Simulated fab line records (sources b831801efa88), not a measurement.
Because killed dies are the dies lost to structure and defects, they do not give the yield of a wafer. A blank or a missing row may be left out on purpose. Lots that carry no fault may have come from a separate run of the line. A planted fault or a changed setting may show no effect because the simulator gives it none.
fab line records	flow sky130
[record] lots = 5	wafers = 15	last_day = 50
route steps=708 shown NWELL@82 PWDE@84 VT_ADJUST_HVTP@85 VT_ADJUST_LVTN@97 PAD_OPEN@708
lots that met no fault: taken from a fault-free run of the same line
start_h: the number of hours between the record's first day and the start of the first shown wafer of the lot	wait_h: how many hours have passed since the lot's step before this one	" identical to the entry in the row above	L1.1+2: several wafers, shown together as one row	- no value, or no start given	* or withheld: withheld	< > ~ a bound
route shown NAME@n: NAME is a module with steps in the file, n the number in the route of the first one	usual: the fault-free wafers' mean and standard deviation	same: alike in all rows	chamber/n: place in a boat	sites: per-site readings	_std_site: standard deviation across them	_edge_site: mean of outer sites minus mean of inner sites	radius_mm: for every site, how far away it sits from the centre of the wafer	mask NAME#n: copy n	behind: tool/chamber where the wafer was last shaped	hold: cause of the lot's hold/its duration in hours/its outcome	device: which transistor (n, p or np) failed to switch	end of line: the tests these same wafers got at the end of their route	a step with no rows: only its recipe	killed: count of dies lost to structure and defects at first sort (not the wafer's yield)	map: the dies of a wafer, with x for killed, . for not killed, _ for no die there
set.NAME: the run value of the setting; set.NAME@STEP: its run value at that earlier step	model.NAME: the simulator's own value behind a step, which no gauge read
certain route steps with their lots: each step a table, each wafer a row
services: from which hour (start_h, from the record's first day; less than 0 if before it) a tool's chamber was out of use, for how many hours, and why
[[steps]]
[step SKY_NWELL_RS_MEAS_29]
[recipe] thk_meas_gauge = four-point-probe
[usual] NWELL_RS = 625.3/1.9
lot.wafer	tool	chamber	start_h	wait_h	NWELL_RS[ohm/sq]
L625.1	film_metro-01	-	121.74	0.1	625.1
L625.3	"	-	"	"	623.8
L625.5	"	-	"	"	624.4
L639.1	film_metro-04	-	215.50	0.1	626.2
L639.2	"	-	"	"	627.7
L639.5	"	-	"	"	627.6
L641.2	film_metro-04	-	222.43	0.1	627.1
L641.3	"	-	"	"	626.3
L641.4	"	-	"	"	626.3
L642.1	film_metro-01	-	228.30	0.1	623.5
L642.2	"	-	"	"	624.1
L642.6	"	-	"	"	624.3
L644.1	film_metro-04	-	244.36	0.1	624.6
L644.3	"	-	"	"	624.9
L644.5	"	-	"	"	623.3
[step SKY_NWELL_RS_MEAS_31]
[recipe] thk_meas_gauge = four-point-probe
[usual] PWDE_RS = 5279/16
lot.wafer	tool	chamber	start_h	wait_h	PWDE_RS[ohm/sq]
L625.1	film_metro-01	-	121.98	0.1	5285
L625.3	"	-	"	"	5292
L625.5	"	-	"	"	5281
L639.1	film_metro-04	-	215.74	0.1	5285
L639.2	"	-	"	"	5278
L639.5	"	-	"	"	5292
L641.2	film_metro-04	-	222.67	0.1	5287
L641.3	"	-	"	"	5298
L641.4	"	-	"	"	5292
L642.1	film_metro-01	-	228.54	0.1	5275
L642.2	"	-	"	"	5277
L642.6	"	-	"	"	5300
L644.1	film_metro-04	-	244.60	0.1	5278
L644.3	"	-	"	"	5272
L644.5	"	-	"	"	5265
[step SKY_VT_ADJUST_HVTP_DEHYDRATE_00]
[recipe] temp_c = 200	time_s = 60
[step SKY_VT_ADJUST_HVTP_HMDS_01]
[recipe] prime_time_s = 60	prime_temp_c = 120
[step SKY_VT_ADJUST_HVTP_COAT_02]
[recipe] resist = NOVOLAK	spin_rpm = 3000	resist_thk_nm = 1140
[step SKY_VT_ADJUST_HVTP_SOFTBAKE_03]
[recipe] temp_c = 90	time_s = 60	resist = NOVOLAK
[step SKY_VT_ADJUST_HVTP_EXPOSE_04]
[recipe] mask_id = HVTPM	na = 0.6	source_shape = conventional	sigma_outer = 0.6	polarization = unpolarized	target_cd_nm = 380	dose_mj = 140
[step SKY_VT_ADJUST_HVTP_PEB_05]
[recipe] temp_c = withheld	time_s = *	resist = NOVOLAK
[step SKY_VT_ADJUST_HVTP_DEVELOP_06]
[recipe] resist = NOVOLAK	developer = TMAH	develop_time_s = 60	dev_temp_c = 23
[step SKY_VT_ADJUST_HVTP_CD_MEAS_07]
[recipe] target_cd_nm = 380
[usual] cd_nm = 379.7/2.3
lot.wafer	tool	chamber	start_h	wait_h	cd_nm
L625.1	cd_sem-01	-	139.84	0.1	382.1
L625.3	"	-	"	"	383.3
L625.5	"	-	"	"	381.6
L639.1	cd_sem-02	-	237.94	0.1	381.7
L639.2	"	-	"	"	378.6
L639.5	"	-	"	"	378.7
L641.2	cd_sem-01	-	245.55	0.1	378.7
L641.3	"	-	"	"	379.2
L641.4	"	-	"	"	376.5
L642.1	cd_sem-02	-	252.17	0.1	378.9
L642.2	"	-	"	"	381.7
L642.6	"	-	"	"	378.1
L644.1	cd_sem-01	-	267.87	0.1	379.4
L644.3	"	-	"	"	380.5
L644.5	"	-	"	"	377.8
[step SKY_VT_ADJUST_HVTP_OVL_MEAS_08]
[usual] VT_ADJUST_HVTP_OVL = -1.5/1.4
lot.wafer	tool	chamber	start_h	wait_h	VT_ADJUST_HVTP_OVL[nm]
L625.1	overlay-02	-	139.96	0.1	-1.5
L625.3	"	-	"	"	-3.5
L625.5	"	-	"	"	-1.4
L639.1	overlay-01	-	238.06	0.1	-3.9
L639.2	"	-	"	"	-2.5
L639.5	"	-	"	"	-3.7
L641.2	overlay-01	-	245.65	0.1	-2.7
L641.3	"	-	"	"	-3.3
L641.4	"	-	"	"	-2.0
L642.1	overlay-02	-	252.29	0.1	-1.8
L642.2	"	-	"	"	-3.3
L642.6	"	-	"	"	-2.8
L644.1	overlay-02	-	267.99	0.1	-0.3
L644.3	"	-	"	"	-0.1
L644.5	"	-	"	"	0.7
[step SKY_VT_ADJUST_HVTP_IMPLANT_09]
[recipe] species = As	energy_kev = 150	dose_cm2 = 4.3e+12	tilt_deg = withheld
[usual] beam_on_s = 10.00/0.2	faraday_current_uA = 24.3/0.48
lot.wafer	tool	chamber	start_h	wait_h	beam_on_s	faraday_current_uA
L625.1	implanter-01	0	140.00	0.0	10.10	24.0
L625.3	"	0	"	"	9.49	25.5
L625.5	"	0	"	"	9.61	25.1
L639.1	implanter-03	0	238.10	0.0	10.03	24.3
L639.2	"	0	"	"	10.14	23.8
L639.5	"	0	"	"	9.88	24.6
L641.2	implanter-03	0	245.71	0.0	9.78	24.8
L641.3	"	0	"	"	10.04	24.2
L641.4	"	0	"	"	9.73	24.9
L642.1	implanter-01	0	252.32	0.0	10.10	24.1
L642.2	"	0	"	"	9.99	24.3
L642.6	"	0	"	"	10.25	23.6
L644.1	implanter-01	0	268.02	0.0	10.07	24.2
L644.3	"	0	"	"	10.05	24.2
L644.5	"	0	"	"	10.09	24.2
[step SKY_VT_ADJUST_HVTP_STRIP_10]
[recipe] chemistry = O2/N2	power_w = 1400	pressure_mtorr = 1500	platen_temp_c = withheld	o2_flow_sccm = 3000	n2_flow_sccm = 300	overash_fraction = 0.5
[usual] drypump_motor_current_A = 5.55/0.26	oes_product_au = 0.716/0.0046	strip_time_to_endpoint_s = 14.19/0.043
lot.wafer	tool	chamber	start_h	wait_h	drypump_motor_current_A	oes_product_au	rf_hours_counter_h	strip_time_to_endpoint_s
L625.1	plasma_asher-01	1	140.15	0.1	5.81	0.719	46	14.20
L625.3	"	1	"	"	5.83	0.713	-	14.19
L625.5	"	1	"	"	5.83	0.714	-	14.20
L639.1	plasma_asher-01	0	238.25	0.1	5.33	0.716	55	14.18
L639.2	"	1	"	"	5.82	0.719	55	14.18
L639.5	"	1	"	"	5.83	0.715	-	14.14
L641.2	plasma_asher-01	0	245.83	0.1	5.32	0.714	56	14.11
L641.3	"	1	"	"	5.84	0.717	-	14.08
L641.4	"	0	"	"	5.33	0.730	-	14.12
L642.1	plasma_asher-01	0	252.47	0.1	5.32	0.714	57	14.21
L642.2	"	1	"	"	5.82	0.714	57	14.26
L642.6	"	1	"	"	5.83	0.718	-	14.25
L644.1	plasma_asher-03	1	268.17	0.1	5.21	0.713	45	14.16
L644.3	"	1	"	"	5.16	0.716	-	14.13
L644.5	"	1	"	"	5.22	0.719	-	14.14
[step SKY_VT_ADJUST_HVTP_TW_MEAS_11]
[usual] VT_ADJUST_HVTP_TW = 1350/6.2
lot.wafer	tool	chamber	start_h	wait_h	VT_ADJUST_HVTP_TW
L625.1	film_metro-04	-	140.25	0.1	1332
L625.3	"	-	"	"	1327
L625.5	"	-	"	"	1334
L639.1	film_metro-02	-	238.35	0.1	1342
L639.2	"	-	"	"	1345
L639.5	"	-	"	"	1349
L641.2	film_metro-04	-	245.94	0.1	1352
L641.3	"	-	"	"	1357
L641.4	"	-	"	"	1354
L642.1	film_metro-02	-	252.57	0.1	1349
L642.2	"	-	"	"	1346
L642.6	"	-	"	"	1346
L644.1	film_metro-04	-	268.27	0.1	1358
L644.3	"	-	"	"	1358
L644.5	"	-	"	"	1353
[step SKY_VT_ADJUST_LVTN_DEHYDRATE_00]
[recipe] temp_c = 200	time_s = 60
[step SKY_PAD_OPEN_PROBE_99]
[usual] killed_at_M0_to_M3 = 44/6.9	killed_at_M4_up = 3.3/2.1	killed_at_contacts = 24/4.8	killed_at_front_end = 15/4.4	killed_at_other = 0.2/0.48	killed_dies = 87/9.5	killed_on_rim = 17/4	killed_open = 48/6.5	killed_short = 39/6.3
[same] gross_dies = 492	killed_at_back_side = 0
lot.wafer	tool	chamber	start_h	wait_h	killed_at_M0_to_M3	killed_at_M4_up	killed_at_contacts	killed_at_front_end	killed_at_other	killed_dies	killed_on_rim	killed_open	killed_short	model.etest.tip_p.rs_ohm_sq	model.etest.tip_p.rs_ohm_sq_range	model.etest.pfet_01v8_mvt.drive_ua_um	model.etest.pfet_01v8.drive_ua_um_range	model.etest.pfet_01v8_mvt.off_log10_a_um	model.etest.pfet_01v8.off_log10_a_um	model.etest.pfet_01v8_mvt.vt_sat_v	model.etest.pfet_01v8.vt_sat_v
L625.1	prober-02	-	1092.80	0.1	58	2	22	11	0	93	18	53	40	6607	335.5	162.3	12.53	-9.385	-8.751	-0.4591	-0.4595
L625.3	prober-02	-	1092.90	0.2	39	3	13	15	0	70	14	38	32	6657	253.5	159.4	15.52	-9.761	-8.898	-0.4805	-0.5022
L625.5	prober-02	-	1093.00	0.2	53	2	17	17	1	90	25	48	42	6644	309.9	161.2	14.72	-9.445	-8.824	-0.4665	-0.4876
L639.1	prober-02	-	1176.52	0.1	45	6	29	18	2	100	26	53	44	6680	95.03	163.7	9.39	-9.658	-8.885	-0.4899	-0.5151
L639.2	prober-02	-	1176.57	0.1	51	6	21	10	0	88	13	44	44	6723	158	161.5	5.535	-9.565	-8.811	-0.4792	-0.4869
L639.5	prober-02	-	1176.72	0.2	37	3	22	22	0	84	15	46	38	6647	102	163.5	6.74	-9.742	-8.912	-0.4838	-0.4953
L641.2	prober-02	-	1180.05	0.1	49	2	23	19	1	94	20	57	37	6803	265.6	156.2	4.791	-10.26	-9.425	-0.5447	-0.5581
L641.3	prober-02	-	1180.10	0.2	41	8	24	22	1	96	13	51	45	6831	235.1	157.7	5.534	-10.2	-9.217	-0.5381	-0.5385
L641.4	prober-02	-	1180.15	0.2	42	4	37	15	0	98	17	61	37	6809	146.7	154.2	4.375	-10.48	-9.662	-0.5525	-0.5709
L642.1	prober-01	-	1189.06	0.1	40	8	23	20	0	91	17	49	42	6850	110.5	155.1	6.64	-10.21	-8.956	-0.5408	-0.5165
L642.2	prober-01	-	1189.11	0.1	53	2	26	12	0	93	14	60	33	6830	207.9	155	5.511	-10.32	-9.136	-0.5393	-0.5242
L642.6	prober-01	-	1189.31	0.2	35	2	32	18	0	87	12	53	33	6857	169.4	154.7	5.301	-10.37	-9.214	-0.5429	-0.5314
L644.1	prober-01	-	1196.74	0.1	39	0	23	22	0	84	17	46	38	6869	134.6	154.5	6.668	-10.75	-9.752	-0.5737	-0.5812
L644.3	prober-01	-	1196.84	0.2	47	3	21	20	0	91	16	51	40	6958	200.7	153.9	9.06	-10.68	-9.871	-0.5723	-0.5914
L644.5	prober-01	-	1196.94	0.2	36	3	22	17	0	78	7	40	38	6868	114.2	154.9	5.444	-10.69	-9.491	-0.5769	-0.5631
// killed by level:class
L625.1 VIA3:geometric_particle:open=15 VIA1:geometric_particle:open=13 LI_CONTACT:geometric_particle:open=8 METAL1:geometric_particle:short=7 CONTACT:geometric_particle:open=6 CONTACT:geometric_particle:short=5 VIA3:geometric_particle:short=5 POLY_GATE:geometric_particle:short=4
L625.3 VIA1:geometric_particle:open=11 CONTACT:geometric_particle:open=8 POLY_GATE:geometric_particle:short=6 VIA3:geometric_particle:short=6 VIA3:geometric_particle:open=6 VIA1:geometric_particle:short=3 VIA2:geometric_particle:open=3 FIELD_ISO:geometric_particle:short=2
L625.5 VIA1:geometric_particle:open=15 LI_CONTACT:geometric_particle:open=7 VIA2:geometric_particle:open=7 VIA1:geometric_particle:short=7 POLY_GATE:geometric_particle:short=5 CONTACT:geometric_particle:short=5 VIA3:geometric_particle:short=5 VIA3:geometric_particle:open=5
L639.1 VIA2:geometric_particle:open=13 LI_CONTACT:geometric_particle:open=8 LI_CONTACT:geometric_particle:short=7 CONTACT:geometric_particle:open=6 VIA1:geometric_particle:open=6 FIELD_ISO:geometric_particle:open=5 VIA3:geometric_particle:short=5 CONTACT:geometric_particle:short=5
L639.2 VIA2:geometric_particle:open=14 VIA1:geometric_particle:open=9 CONTACT:geometric_particle:short=7 METAL2:geometric_particle:short=7 VIA3:geometric_particle:open=6 METAL4:geometric_particle:short=6 CONTACT:geometric_particle:open=5 VIA2:geometric_particle:short=5
L639.5 VIA1:geometric_particle:open=11 CONTACT:geometric_particle:short=7 VIA2:geometric_particle:open=7 FIELD_ISO:geometric_particle:open=6 POLY_GATE:geometric_particle:short=6 LI_CONTACT:geometric_particle:open=5 CONTACT:geometric_particle:open=5 VIA3:geometric_particle:open=4
L641.2 VIA1:geometric_particle:open=11 VIA2:geometric_particle:open=9 CONTACT:geometric_particle:open=9 FIELD_ISO:geometric_particle:open=7 METAL2:geometric_particle:short=6 LI_CONTACT:geometric_particle:short=5 METAL3:geometric_particle:short=4 LI_CONTACT:geometric_particle:open=4
L641.3 VIA1:geometric_particle:open=11 VIA2:geometric_particle:open=8 LI_CONTACT:geometric_particle:open=8 FIELD_ISO:geometric_particle:short=7 METAL4:geometric_particle:short=7 CONTACT:geometric_particle:open=7 VIA1:geometric_particle:short=5 POLY_GATE:geometric_particle:short=5
L641.4 LI_CONTACT:geometric_particle:open=17 CONTACT:geometric_particle:open=12 VIA2:geometric_particle:open=8 METAL1:geometric_particle:short=7 FIELD_ISO:geometric_particle:open=6 CONTACT:geometric_particle:short=6 VIA1:geometric_particle:open=5 METAL2:geometric_particle:short=5
L642.1 VIA1:geometric_particle:open=12 CONTACT:geometric_particle:open=8 LI_CONTACT:geometric_particle:open=6 VIA2:geometric_particle:open=6 METAL4:geometric_particle:short=6 POLY_GATE:geometric_particle:short=5 VIA1:geometric_particle:short=5 FIELD_ISO:geometric_particle:open=4
L642.2 VIA1:geometric_particle:open=21 CONTACT:geometric_particle:open=9 VIA3:geometric_particle:open=7 LI_CONTACT:geometric_particle:open=6 CONTACT:geometric_particle:short=6 POLY_GATE:geometric_particle:open=5 VIA1:geometric_particle:short=5 VIA2:geometric_particle:open=5
L642.6 LI_CONTACT:geometric_particle:open=13 CONTACT:geometric_particle:open=9 VIA1:geometric_particle:open=8 POLY_GATE:geometric_particle:open=7 VIA1:geometric_particle:short=5 VIA2:geometric_particle:open=5 LOCAL_INTERCONNECT:geometric_particle:short=4 VIA3:geometric_particle:open=4
L644.1 VIA1:geometric_particle:open=9 FIELD_ISO:geometric_particle:short=7 CONTACT:geometric_particle:open=7 POLY_GATE:geometric_particle:open=6 LI_CONTACT:geometric_particle:open=6 VIA1:geometric_particle:short=5 VIA3:geometric_particle:open=5 LI_CONTACT:geometric_particle:short=4
L644.3 VIA1:geometric_particle:open=15 VIA2:geometric_particle:open=10 METAL2:geometric_particle:short=8 CONTACT:geometric_particle:open=7 POLY_GATE:geometric_particle:short=6 LOCAL_INTERCONNECT:geometric_particle:short=6 FIELD_ISO:geometric_particle:short=5 POLY_GATE:geometric_particle:open=5
L644.5 CONTACT:geometric_particle:open=8 VIA1:geometric_particle:open=7 LI_CONTACT:geometric_particle:open=5 METAL1:geometric_particle:short=5 CONTACT:geometric_particle:short=5 VIA3:geometric_particle:open=5 VIA2:geometric_particle:open=5 METAL2:geometric_particle:short=4
[[services]]
tool	chamber	start_h	hours	kind
plasma_asher-03	-	116.08	3.6	repair
implanter-03	-	121.72	3.5	pm
plasma_asher-03	-	135.07	4.3	repair
implanter-03	-	151.95	0.5	repair
plasma_asher-03	-	190.02	7.8	repair
implanter-03	-	196.85	13.7	pm
plasma_asher-03	-	198.12	1.5	repair
plasma_asher-01	-	204.45	7.6	repair
plasma_asher-03	-	208.38	2.8	pm
plasma_asher-03	-	211.58	2.3	repair
plasma_asher-03	-	217.37	2.9	repair
implanter-03	-	219.53	16.9	repair
[[key]]
[first_sign] step = SKY_VT_ADJUST_HVTP_TW_MEAS_11	reading = VT_ADJUST_HVTP_TW	direction = down	sigmas = 3	usual = 1350	struck = 1331
effect none on later readings
[model_effect] step = SKY_PAD_OPEN_PROBE_99	value = etest.tip_p.rs_ohm_sq	without = 6816	struck = 6636
met_at SKY_VT_ADJUST_HVTP_IMPLANT_09
struck_wafers L625.1,L625.3,L625.5
tester_left_out L625
[fault] kind = process_parameter_drift	tool = implanter-01	chamber = -	onset_h = 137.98	steps = SKY_VT_ADJUST_HVTP_IMPLANT_09	channel = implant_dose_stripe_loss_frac	offset = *	shape = step	end_h = 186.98
// tester_left_out: of these lots the tester's yield and bins aren't shown, on N5 and GAA mostly nor the transistor test; their killed dies are dies lost to structure and defects alone, not to doping, threshold or leakage, so they don't give the yield
